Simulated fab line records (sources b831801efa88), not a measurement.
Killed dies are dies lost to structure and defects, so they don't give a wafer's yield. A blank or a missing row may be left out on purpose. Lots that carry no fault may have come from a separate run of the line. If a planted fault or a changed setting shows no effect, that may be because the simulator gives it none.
The tool behind it: which one?    flow gf180mcu    Sampling: 6 lots, 18 wafers, 3 of 602 route steps

WHAT THE GAUGES READ, wafer by wafer
GF_CONTACT_THK_MEAS_01.
lot   measured      on             CONTACT_CVD_00_THK (nm)
L768  day 15 13:00  film_metro-01  302 301 300
L774  day 17 14:50  film_metro-04  300 298 298
L777  day 18 19:14  film_metro-03  298 294 296
L783  day 21 03:46  film_metro-03  300 298 300
L788  day 22 15:07  film_metro-03  304 303 305
L790  day 23 05:20  film_metro-01  299 300 301

TOOL THAT RAN EACH LOT (tool first, then ch and the chambers of the sampled wafers, then the start)
lot   GF_SALICIDE_SPUTTER_03        GF_CONTACT_CVD_00
L768  pvd_sputter-04, day 15 12:26  hdpcvd-02 ch 0,1, day 15 12:56
L774  pvd_sputter-04, day 17 14:17  hdpcvd-02 ch 1,2, day 17 14:47
L777  pvd_sputter-04, day 18 18:34  hdpcvd-02 ch 0,1,2, day 18 19:10
L783  pvd_sputter-02, day 21 03:13  hdpcvd-01 ch 0,1, day 21 03:44
L788  pvd_sputter-02, day 22 14:33  hdpcvd-01 ch 0,1,2, day 22 15:04
L790  pvd_sputter-04, day 23 04:47  hdpcvd-01 ch 1,2, day 23 05:17
- GF_SALICIDE_SPUTTER_03: material TiN, target thk 20 nm, time 16.7 s.
- GF_CONTACT_CVD_00: deposits SiO2, target thk 300 nm, time 50 s.

THE ANSWER, worked out from the rows above alone
Rule: usual is defined by the lots themselves. Put in order of their means at a reading, lots are off if they are a third of the lots or fewer, leave a main group of 4 or more, and stand apart from it by a gap of 3 or more times the standard deviation of the main group's means; of several such gaps the widest counts. The tables above print the reading to a certain number of digits; a main group whose means all agree to those digits is not used. A lot without any number at a reading at which 4 lots or more have one is off too. Where the step has rows for the other lots, those lots are counted as sound.
None of the lots is off at any reading shown; this tells nothing.

WHAT HAD BEEN PUT IN BY THE SIMULATOR
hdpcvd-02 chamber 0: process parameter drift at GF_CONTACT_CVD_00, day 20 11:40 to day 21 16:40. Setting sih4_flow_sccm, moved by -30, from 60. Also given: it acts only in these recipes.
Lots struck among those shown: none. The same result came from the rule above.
